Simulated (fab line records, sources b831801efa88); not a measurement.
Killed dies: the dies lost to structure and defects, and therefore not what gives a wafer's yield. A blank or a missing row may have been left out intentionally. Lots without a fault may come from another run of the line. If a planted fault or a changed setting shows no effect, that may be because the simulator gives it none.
fab line records    flow gf180mcu
record lots=24  wafers=72  last-day=34
route steps=602 shown STI@26 VT_IMPLANT@108 SALICIDE@282 V4@493
lots that met no fault: from a run of the same line without faults
start-h: hours from the record's opening day to when the first of the lot's shown wafers began    wait-h: time in hours since the lot's previous step    " repeats the value in the row above    L1.1+2: one row covering several wafers at once    - no value, or no start was given    * or withheld: withheld    < > ~ a bound
route shown NAME@n: names a module that has steps shown in the file, with the first one's number in the route    usual: mean/standard deviation taken from wafers without a fault    same: alike in all rows    chamber/n: place in a boat    sites: the reading at each site    _std_site: their standard deviation    _edge_site: inner sites' mean taken away from outer sites' mean    radius-mm: for every site, how far away it sits from the centre of the wafer    mask NAME#n: copy n    behind: the most recent tool/chamber to have shaped the wafer    hold: cause of the lot's hold/its duration in hours/its outcome    device: transistor that didn't switch, given as n, p or np    end of line: tests run on the same wafers once the route is complete    where a step has no rows: the recipe by itself    killed: dies that structure and defects cost at the first sort, which is not the same as the wafer's yield    map: shows each die of a wafer: x if killed, . if not, _ if none is there
set.NAME: the run value of the setting; set.NAME@STEP: its run value at that earlier step    model.NAME: the simulator's own value behind a step, which no gauge read
one table for each step of the route and one row for each wafer, over a sample of lots
services: when a tool's chamber went out of use (start-h, in hours from the record's first day, below 0 if earlier), for how many hours, and the reason
## steps
# step GF_STI_CMP_25
# recipe stop-on=Si3N4  t-overpolish-s=33  down-force-psi=4  platen-rpm=60  target-thk-nm=524.6  pad-velocity-m-s=0.94248
# usual motor-current-A=11.8/0.74  overpolish-run-s=32.999/0.0094  time-to-endpoint-s=124/3.9
# same t-overpolish-s=33
lot.wafer  tool    chamber  start-h  wait-h  motor-current-A  overpolish-run-s  time-to-endpoint-s
L074.1     cmp-02  1        28.77    0.1     11.5             33.002            127
L074.5     "       0        "        "       12.1             32.981            131
L074.6     "       1        "        "       11.4             32.994            127
L075.3     cmp-02  1        33.97    0.1     10.5             33.007            121
L075.1     "       2        "        "       11.7             32.989            125
L075.5     "       1        "        "       11.0             33.004            123
L076.2     cmp-02  3        38.05    0.0     12.0             33.002            126
L076.1     "       0        "        "       11.4             33.006            132
L076.6     "       0        "        "       11.7             32.995            132
L077.4     cmp-01  3        45.24    0.0     11.1             32.987            123
L077.2     "       1        "        "       12.4             33.003            122
L077.1     "       2        "        "       13.2             33.016            121
L078.2     cmp-01  0        48.95    0.1     11.0             32.989            122
L078.5     "       2        "        "       12.9             32.997            128
L078.6     "       3        "        "       11.6             32.998            123
L079.4     cmp-01  2        52.89    0.0     13.6             33.015            121
L079.1     "       0        "        "       11.1             33.009            121
L079.6     "       3        "        "       11.2             32.989            123
L080.2     cmp-02  1        58.46    0.0     10.8             32.999            126
L080.6     "       1        "        "       10.9             32.990            128
L080.5     "       2        "        "       11.7             33.013            134
L081.3     cmp-02  3        63.91    0.1     11.3             33.001            124
L081.1     "       0        "        "       12.2             32.994            120
L081.4     "       1        "        "       11.1             32.997            122
L082.4     cmp-01  3        69.04    0.1     11.8             32.989            119
L082.1     "       0        "        "       11.1             33.012            120
L082.3     "       2        "        "       12.5             32.999            119
L083.4     cmp-01  0        74.85    0.0     10.9             33.001            114
L083.5     "       0        "        "       11.1             33.004            117
L083.6     "       1        "        "       12.6             33.002            118
L084.4     cmp-01  3        80.50    0.1     11.4             33.001            118
L084.1     "       1        "        "       12.4             33.008            121
L084.5     "       2        "        "       13.4             33.002            121
L085.1     cmp-02  1        85.51    0.1     11.8             32.985            122
L085.2     "       3        "        "       11.5             32.999            126
L085.5     "       2        "        "       11.3             33.008            119
L086.4     cmp-01  3        89.61    0.2     11.7             32.998            118
L086.5     "       0        "        "       10.2             33.003            119
L086.6     "       1        "        "       12.3             33.016            118
L087.3     cmp-01  1        95.26    0.0     12.1             32.997            122
L087.4     "       3        "        "       11.8             33.011            123
L087.1     "       0        "        "       10.7             33.019            120
L088.1     cmp-02  2        99.33    0.1     11.6             33.010            123
L088.4     "       3        "        "       12.0             32.986            124
L088.3     "       0        "        "       12.5             33.005            123
L089.4     cmp-01  3        105.05   0.1     11.3             32.997            125
L089.3     "       0        "        "       10.5             33.002            125
L089.1     "       1        "        "       12.4             33.010            123
L090.4     cmp-02  0        109.44   0.2     12.4             32.990            124
L090.6     "       1        "        "       11.6             33.011            120
L090.5     "       2        "        "       11.2             33.008            127
L091.3     cmp-01  3        115.69   0.0     11.0             33.012            125
L091.1     "       1        "        "       12.5             32.996            121
L091.5     "       0        "        "       10.6             32.994            125
L092.3     cmp-01  0        119.81   0.1     10.9             32.985            128
L092.2     "       2        "        "       12.9             33.012            131
L092.5     "       3        "        "       11.0             32.995            127
L093.2     cmp-01  2        124.81   0.0     12.9             32.993            126
L093.1     "       3        "        "       11.5             32.997            128
L093.6     "       2        "        "       13.3             32.995            124
L094.2     cmp-02  2        130.20   0.0     12.1             33.003            126
L094.4     "       3        "        "       12.3             32.997            126
L094.1     "       1        "        "       10.8             32.995            123
L095.3     cmp-01  2        135.71   0.1     12.0             33.000            123
L095.1     "       3        "        "       11.6             32.994            125
L095.2     "       0        "        "       11.2             32.992            126
L096.3     cmp-02  0        140.75   0.0     12.6             33.006            134
L096.2     "       3        "        "       11.9             33.014            131
L096.6     "       0        "        "       12.0             32.986            128
L097.3     cmp-02  0        146.41   0.0     12.1             32.994            128
L097.1     "       2        "        "       10.9             33.012            123
L097.2     "       3        "        "       11.6             33.003            126
# step GF_VT_IMPLANT_OVL_MEAS_18
# usual VT_IMPLANT_01_OVL=-0.4/1.5
lot.wafer  tool        chamber  start-h  wait-h  VT_IMPLANT_01_OVL[nm]
L074.1     overlay-01  -        128.08   0.1     -1.8
L074.5     "           -        "        "       -2.3
L074.6     "           -        "        "       -2.7
L075.1     overlay-01  -        132.51   0.1     -1.3
L075.3     "           -        "        "       -0.6
L075.5     "           -        "        "       -0.9
L076.1     overlay-02  -        137.40   0.1     0.3
L076.2     "           -        "        "       -0.8
L076.6     "           -        "        "       -0.9
L077.1     overlay-02  -        146.01   0.1     -1.0
L077.2     "           -        "        "       -0.9
L077.4     "           -        "        "       0.8
L078.2     overlay-02  -        150.21   0.1     -2.0
L078.5     "           -        "        "       -1.7
L078.6     "           -        "        "       -1.1
L079.1     overlay-01  -        157.68   0.1     -1.5
L079.4     "           -        "        "       -0.1
L079.6     "           -        "        "       -1.7
L080.2     overlay-01  -        163.13   0.1     -1.6
L080.5     "           -        "        "       -1.4
L080.6     "           -        "        "       -1.0
L081.1     overlay-01  -        169.91   0.1     -0.5
L081.3     "           -        "        "       -0.7
L081.4     "           -        "        "       0.4
L082.1     overlay-01  -        176.07   0.1     -2.1
L082.3     "           -        "        "       -2.9
L082.4     "           -        "        "       -2.3
L083.4     overlay-01  -        185.17   0.1     -2.4
L083.5     "           -        "        "       -1.7
L083.6     "           -        "        "       -2.8
L084.1     overlay-01  -        191.47   0.1     -0.8
L084.4     "           -        "        "       -1.1
L084.5     "           -        "        "       0.4
L085.1     overlay-02  -        196.85   0.1     -0.3
L085.2     "           -        "        "       1.6
L085.5     "           -        "        "       0.3
L086.4     overlay-02  -        202.13   0.1     -0.4
L086.5     "           -        "        "       0.3
L086.6     "           -        "        "       0.6
L087.1     overlay-02  -        209.07   0.1     -1.7
L087.3     "           -        "        "       -1.9
L087.4     "           -        "        "       -0.9
L088.1     overlay-01  -        214.65   0.1     -4.3
L088.3     "           -        "        "       -3.8
L088.4     "           -        "        "       -2.7
L089.1     overlay-02  -        220.06   0.1     -0.6
L089.3     "           -        "        "       -0.5
L089.4     "           -        "        "       -0.3
L090.4     overlay-02  -        225.44   0.1     1.2
L090.5     "           -        "        "       -1.0
L090.6     "           -        "        "       1.1
L091.1     overlay-02  -        234.75   0.1     -1.0
L091.3     "           -        "        "       -0.1
L091.5     "           -        "        "       -0.3
L092.2     overlay-02  -        238.91   0.1     0.0
L092.3     "           -        "        "       1.2
L092.5     "           -        "        "       0.0
L093.1     overlay-02  -        245.81   0.1     1.7
L093.2     "           -        "        "       2.0
L093.6     "           -        "        "       3.5
L094.1     overlay-02  -        250.11   0.1     -2.0
L094.2     "           -        "        "       -0.4
L094.4     "           -        "        "       -0.5
L095.1     overlay-02  -        260.27   0.1     2.2
L095.2     "           -        "        "       0.3
L095.3     "           -        "        "       2.2
L096.2     overlay-01  -        265.53   0.1     -0.2
L096.3     "           -        "        "       1.5
L096.6     "           -        "        "       -0.3
L097.1     overlay-02  -        274.71   0.1     0.8
L097.2     "           -        "        "       0.4
L097.3     "           -        "        "       1.6
# step GF_VT_IMPLANT_OVL_MEAS_40
# usual VT_IMPLANT_03_OVL=0.5/1.2
lot.wafer  tool        chamber  start-h  wait-h  VT_IMPLANT_03_OVL[nm]
L074.1     overlay-01  -        159.05   0.1     -0.8
L074.5     "           -        "        "       -0.7
L074.6     "           -        "        "       -1.6
L075.1     overlay-02  -        163.78   0.1     2.2
L075.3     "           -        "        "       2.3
L075.5     "           -        "        "       2.2
L076.1     overlay-01  -        169.45   0.1     -0.7
L076.2     "           -        "        "       0.1
L076.6     "           -        "        "       0.0
L077.1     overlay-01  -        177.62   0.1     -1.8
L077.2     "           -        "        "       -0.5
L077.4     "           -        "        "       -0.3
L078.2     overlay-01  -        183.11   0.1     -0.1
L078.5     "           -        "        "       -1.4
L078.6     "           -        "        "       -0.2
L079.1     overlay-02  -        190.90   0.1     1.4
L079.4     "           -        "        "       -0.7
L079.6     "           -        "        "       0.0
L080.2     overlay-01  -        196.46   0.1     -0.2
L080.5     "           -        "        "       0.0
L080.6     "           -        "        "       -1.2
L081.1     overlay-01  -        203.31   0.1     -1.5
L081.3     "           -        "        "       -1.1
L081.4     "           -        "        "       -1.0
L082.1     overlay-01  -        209.72   0.1     1.2
L082.3     "           -        "        "       3.4
L082.4     "           -        "        "       1.2
L083.4     overlay-01  -        219.77   0.1     -0.8
L083.5     "           -        "        "       -1.4
L083.6     "           -        "        "       0.0
L084.1     overlay-02  -        226.07   0.1     1.7
L084.4     "           -        "        "       2.4
L084.5     "           -        "        "       1.6
L085.1     overlay-01  -        232.25   0.1     0.7
L085.2     "           -        "        "       0.8
L085.5     "           -        "        "       0.9
L086.4     overlay-02  -        237.32   0.1     -0.3
L086.5     "           -        "        "       -0.3
L086.6     "           -        "        "       0.6
L087.1     overlay-01  -        245.52   0.1     0.8
L087.3     "           -        "        "       0.3
L087.4     "           -        "        "       0.0
L088.1     overlay-02  -        251.11   0.1     1.1
L088.3     "           -        "        "       1.5
L088.4     "           -        "        "       2.2
L089.1     overlay-01  -        256.45   0.1     1.1
L089.3     "           -        "        "       -0.4
L089.4     "           -        "        "       0.5
L090.4     overlay-01  -        261.89   0.1     -0.3
L090.5     "           -        "        "       -0.8
L090.6     "           -        "        "       -1.1
L091.1     overlay-02  -        272.41   0.1     0.1
L091.3     "           -        "        "       -0.5
L091.5     "           -        "        "       0.7
L092.2     overlay-01  -        276.91   0.1     1.2
L092.3     "           -        "        "       0.2
L092.5     "           -        "        "       1.1
L093.1     overlay-02  -        283.96   0.1     0.4
L093.2     "           -        "        "       0.6
L093.6     "           -        "        "       2.1
L094.1     overlay-01  -        288.85   0.1     1.3
L094.2     "           -        "        "       2.1
L094.4     "           -        "        "       2.5
L095.1     overlay-01  -        299.77   0.1     0.3
L095.2     "           -        "        "       0.2
L095.3     "           -        "        "       -1.1
L096.2     overlay-02  -        305.58   0.1     -0.6
L096.3     "           -        "        "       0.8
L096.6     "           -        "        "       0.5
L097.1     overlay-02  -        315.87   0.1     2.2
L097.2     "           -        "        "       1.2
L097.3     "           -        "        "       2.8
# step GF_SALICIDE_RS_MEAS_04
# recipe thk-meas-gauge=four-point-probe  reads=TiN_of_SALICIDE_SPUTTER_03+Co_of_SALICIDE_SPUTTER_02
# usual SALICIDE_TIN_RS=16.39/0.3
lot.wafer  tool           chamber  start-h  wait-h  SALICIDE_TIN_RS[ohm/sq]
L074.1     film-metro-01  -        342.77   0.0     16.58
L074.5     "              -        "        "       16.60
L074.6     "              -        "        "       16.11
L075.1     film-metro-01  -        347.35   0.0     16.48
L075.3     "              -        "        "       16.25
L075.5     "              -        "        "       16.24
L076.1     film-metro-03  -        354.89   0.0     16.18
L076.2     "              -        "        "       16.11
L076.6     "              -        "        "       16.73
L077.1     film-metro-01  -        367.45   0.0     16.59
L077.2     "              -        "        "       16.54
L077.4     "              -        "        "       16.61
L078.2     film-metro-04  -        373.43   0.0     16.78
L078.5     "              -        "        "       16.68
L078.6     "              -        "        "       16.51
L079.1     film-metro-04  -        382.11   0.0     16.52
L079.4     "              -        "        "       16.02
L079.6     "              -        "        "       16.03
L080.2     film-metro-04  -        388.83   0.0     16.54
L080.5     "              -        "        "       16.66
L080.6     "              -        "        "       16.47
L081.1     film-metro-03  -        398.09   0.0     16.61
L081.3     "              -        "        "       16.47
L081.4     "              -        "        "       16.79
L082.1     film-metro-03  -        408.72   0.0     16.04
L082.3     "              -        "        "       16.18
L082.4     "              -        "        "       16.09
L083.4     film-metro-01  -        422.50   0.1     16.51
L083.5     "              -        "        "       15.96
L083.6     "              -        "        "       16.00
L084.1     film-metro-03  -        427.55   0.0     16.24
L084.4     "              -        "        "       15.97
L084.5     "              -        "        "       15.99
L085.1     film-metro-01  -        439.46   0.0     16.77
L085.2     "              -        "        "       16.55
L085.5     "              -        "        "       16.79
L086.4     film-metro-04  -        444.37   0.1     16.86
L086.5     "              -        "        "       16.69
L086.6     "              -        "        "       16.64
L087.1     film-metro-04  -        454.38   0.0     16.46
L087.3     "              -        "        "       16.44
L087.4     "              -        "        "       16.71
L088.1     film-metro-03  -        459.40   0.0     16.08
L088.3     "              -        "        "       16.11
L088.4     "              -        "        "       16.13
L089.1     film-metro-04  -        467.55   0.0     15.70
L089.3     "              -        "        "       16.09
L089.4     "              -        "        "       15.97
L090.4     film-metro-01  -        475.79   0.1     16.62
L090.5     "              -        "        "       16.53
L090.6     "              -        "        "       16.55
L091.1     film-metro-04  -        490.48   0.0     16.21
L091.3     "              -        "        "       16.13
L091.5     "              -        "        "       15.94
L092.2     film-metro-04  -        493.52   0.0     16.51
L092.3     "              -        "        "       16.54
L092.5     "              -        "        "       16.78
L093.1     film-metro-01  -        505.64   0.0     16.06
L093.2     "              -        "        "       16.07
L093.6     "              -        "        "       16.02
L094.1     film-metro-01  -        511.05   0.0     16.53
L094.2     "              -        "        "       16.68
L094.4     "              -        "        "       16.18
L095.1     film-metro-01  -        519.70   0.0     16.84
L095.2     "              -        "        "       16.60
L095.3     "              -        "        "       16.46
L096.2     film-metro-03  -        523.92   0.0     16.46
L096.3     "              -        "        "       16.58
L096.6     "              -        "        "       16.55
L097.1     film-metro-04  -        537.60   0.0     16.57
L097.2     "              -        "        "       16.57
L097.3     "              -        "        "       16.42
# step GF_V4_ETCH_17
# recipe chemistry=C4F8/O2/Ar  mask-material=KrF  target=SiO2  stop-on=TiN  source-w=1500  bias-w=1200  pressure-mtorr=40  c4f8-flow-sccm=withheld  O2_flow_sccm=6  Ar_flow_sccm=300  time-s=withheld  target-depth-a=6300
# usual chamber-pressure-mTorr=40.01/0.038  oes-product-au=0.864/0.0046
lot.wafer  tool         chamber  start-h  wait-h  chamber-pressure-mTorr  oes-product-au
L074.1     rie-diel-02  2        -        -       40.01                   0.859
L074.5     "            1        "        "       39.99                   0.862
L074.6     "            2        "        "       39.95                   0.861
L075.1     rie-diel-03  3        -        -       39.99                   0.862
L075.3     "            0        "        "       39.98                   0.873
L075.5     "            1        "        "       40.00                   0.861
L076.1     rie-diel-04  2        -        -       39.97                   0.858
L076.2     "            0        "        "       39.85                   0.864
L076.6     "            3        "        "       39.99                   0.864
L077.1     rie-diel-04  0        -        -       39.97                   0.870
L077.2     "            3        "        "       40.02                   0.876
L077.4     "            2        "        "       40.01                   0.866
L078.2     rie-diel-03  2        -        -       39.98                   0.861
L078.5     "            2        "        "       39.95                   0.862
L078.6     "            0        "        "       40.02                   0.865
L079.1     rie-diel-03  1        -        -       40.08                   0.863
L079.4     "            3        "        "       40.07                   0.866
L079.6     "            0        "        "       39.95                   0.864
L080.2     rie-diel-02  3        -        -       40.03                   0.867
L080.5     "            1        "        "       40.00                   0.868
L080.6     "            0        "        "       39.98                   0.865
L081.1     rie-diel-02  0        -        -       40.02                   0.868
L081.3     "            3        "        "       40.04                   0.866
L081.4     "            1        "        "       40.08                   0.872
L082.1     rie-diel-04  2        -        -       39.99                   0.860
L082.3     "            1        "        "       40.03                   0.859
L082.4     "            0        "        "       40.06                   0.869
L083.4     rie-diel-03  1        -        -       39.98                   0.862
L083.5     "            2        "        "       40.05                   0.866
L083.6     "            3        "        "       40.01                   0.868
L084.1     rie-diel-04  3        -        -       39.98                   0.868
L084.4     "            0        "        "       40.03                   0.855
L084.5     "            0        "        "       40.04                   0.861
L085.1     rie-diel-04  0        -        -       39.97                   0.870
L085.2     "            3        "        "       39.99                   0.862
L085.5     "            1        "        "       40.03                   0.858
L086.4     rie-diel-04  1        -        -       40.01                   0.871
L086.5     "            1        "        "       39.99                   0.863
L086.6     "            0        "        "       40.00                   0.872
L087.1     rie-diel-04  0        -        -       40.03                   0.859
L087.3     "            1        "        "       40.05                   0.863
L087.4     "            2        "        "       39.96                   0.859
L088.1     rie-diel-04  2        -        -       40.02                   0.861
L088.3     "            0        "        "       40.01                   0.863
L088.4     "            3        "        "       40.01                   0.861
L089.1     rie-diel-03  1        -        -       40.02                   0.859
L089.3     "            0        "        "       39.98                   0.867
L089.4     "            2        "        "       39.97                   0.852
L090.4     rie-diel-02  0        -        -       39.98                   0.866
L090.5     "            1        "        "       39.99                   0.860
L090.6     "            2        "        "       39.97                   0.872
L091.1     rie-diel-03  2        -        -       39.97                   0.866
L091.3     "            3        "        "       40.05                   0.862
L091.5     "            3        "        "       40.06                   0.862
L092.2     rie-diel-03  0        -        -       39.94                   0.863
L092.3     "            2        "        "       40.05                   0.855
L092.5     "            1        "        "       40.02                   0.861
L093.1     rie-diel-04  1        -        -       40.05                   0.861
L093.2     "            3        "        "       39.94                   0.856
L093.6     "            1        "        "       39.98                   0.862
L094.1     rie-diel-03  0        -        -       40.10                   0.870
L094.2     "            1        "        "       40.03                   0.864
L094.4     "            3        "        "       40.08                   0.870
L095.1     rie-diel-02  2        -        -       40.00                   0.859
L095.2     "            3        "        "       40.08                   0.864
L095.3     "            0        "        "       40.01                   0.867
L096.2     rie-diel-03  2        -        -       39.97                   0.859
L096.3     "            3        "        "       40.00                   0.867
L096.6     "            2        "        "       40.05                   0.872
L097.1     rie-diel-04  1        -        -       39.94                   0.868
L097.2     "            0        "        "       39.96                   0.867
L097.3     "            2        "        "       40.03                   0.861
# step GF_V4_CVD_23
# recipe material=W  target-thk-nm=350  time-s=104.9  temp-c=400  pressure-torr=40
# usual heater-power-outer-w=496/45  heater-power-w=814/74
lot.wafer  tool      chamber  start-h  wait-h  heater-power-outer-w  heater-power-w
L074.1     cvd-w-02  0        565.45   0.0     456                   698
L074.5     "         0        "        "       436                   703
L074.6     "         1        "        "       480                   861
L075.1     cvd-w-01  0        569.85   0.0     505                   837
L075.3     "         0        "        "       505                   850
L075.5     "         1        "        "       557                   898
L076.1     cvd-w-01  1        578.84   0.0     571                   873
L076.2     "         0        "        "       505                   819
L076.6     "         0        "        "       500                   808
L077.1     cvd-w-01  0        589.94   0.0     507                   835
L077.2     "         1        "        "       573                   868
L077.4     "         1        "        "       548                   903
L078.2     cvd-w-02  1        597.23   0.0     466                   844
L078.5     "         0        "        "       450                   690
L078.6     "         1        "        "       472                   872
L079.1     cvd-w-02  1        604.55   0.0     475                   848
L079.4     "         0        "        "       431                   662
L079.6     "         1        "        "       480                   859
L080.2     cvd-w-01  0        610.39   0.0     516                   840
L080.5     "         0        "        "       521                   832
L080.6     "         1        "        "       553                   905
L081.1     cvd-w-02  1        619.22   0.0     476                   866
L081.3     "         1        "        "       480                   847
L081.4     "         0        "        "       444                   699
L082.1     cvd-w-01  1        627.80   0.0     573                   867
L082.3     "         1        "        "       559                   878
L082.4     "         0        "        "       513                   824
L083.4     cvd-w-01  1        640.18   0.1     559                   869
L083.5     "         0        "        "       510                   823
L083.6     "         1        "        "       562                   868
L084.1     cvd-w-02  0        643.66   0.0     433                   703
L084.4     "         0        "        "       446                   698
L084.5     "         1        "        "       467                   865
L085.1     cvd-w-01  1        654.51   0.0     574                   862
L085.2     "         0        "        "       495                   832
L085.5     "         1        "        "       568                   865
L086.4     cvd-w-02  0        658.12   0.1     446                   709
L086.5     "         0        "        "       436                   700
L086.6     "         0        "        "       433                   695
L087.1     cvd-w-01  0        665.16   0.0     522                   814
L087.3     "         1        "        "       560                   866
L087.4     "         0        "        "       505                   826
L088.1     cvd-w-01  0        669.75   0.0     504                   817
L088.3     "         1        "        "       570                   876
L088.4     "         0        "        "       509                   842
L089.1     cvd-w-01  1        677.41   0.0     568                   879
L089.3     "         1        "        "       559                   866
L089.4     "         0        "        "       495                   835
L090.4     cvd-w-02  1        683.78   0.1     472                   858
L090.5     "         1        "        "       469                   870
L090.6     "         0        "        "       457                   714
L091.1     cvd-w-02  1        696.49   0.0     479                   852
L091.3     "         0        "        "       445                   697
L091.5     "         1        "        "       480                   870
L092.2     cvd-w-01  1        698.80   0.0     571                   877
L092.3     "         0        "        "       506                   852
L092.5     "         0        "        "       521                   831
L093.1     cvd-w-02  1        707.18   0.0     471                   847
L093.2     "         0        "        "       446                   703
L093.6     "         0        "        "       438                   708
L094.1     cvd-w-02  1        713.51   0.0     474                   863
L094.2     "         0        "        "       442                   710
L094.4     "         1        "        "       483                   900
L095.1     cvd-w-02  0        717.39   0.0     441                   691
L095.2     "         1        "        "       474                   848
L095.3     "         1        "        "       477                   881
L096.2     cvd-w-01  0        720.14   0.0     512                   831
L096.3     "         1        "        "       560                   895
L096.6     "         0        "        "       509                   834
L097.1     cvd-w-02  1        733.96   0.0     484                   851
L097.2     "         0        "        "       446                   717
L097.3     "         1        "        "       470                   869
## services
tool      chamber  start-h  hours  kind
cmp-01    -        9.45     0.4    repair
cvd-w-02  -        57.79    2.2    repair
cmp-01    -        62.77    1.7    repair
cmp-01    -        64.46    4.0    pm
cvd-w-02  0        130.66   2.8    repair
cvd-w-01  -        152.74   2.8    pm
cmp-01    -        173.12   2.0    repair
cmp-01    -        182.19   0.5    repair
cmp-01    -        217.86   7.4    pm
cvd-w-02  -        250.79   0.3    repair
cvd-w-01  -        259.81   6.9    pm
cmp-01    -        283.47   1.3    repair
cmp-01    -        290.36   1.1    repair
cmp-01    -        291.56   2.2    repair
cmp-01    -        295.01   3.2    pm
cmp-01    -        404.46   4.0    pm
cmp-01    -        415.53   1.1    repair
cmp-01    -        542.70   2.3    repair
cmp-01    -        629.47   1.9    repair
cmp-01    -        648.92   5.2    repair
cmp-01    -        663.81   2.8    pm
cmp-01    -        708.44   1.3    repair
cmp-01    -        710.23   11.1   pm
cmp-01    -        730.06   3.2    repair
## key
fault none
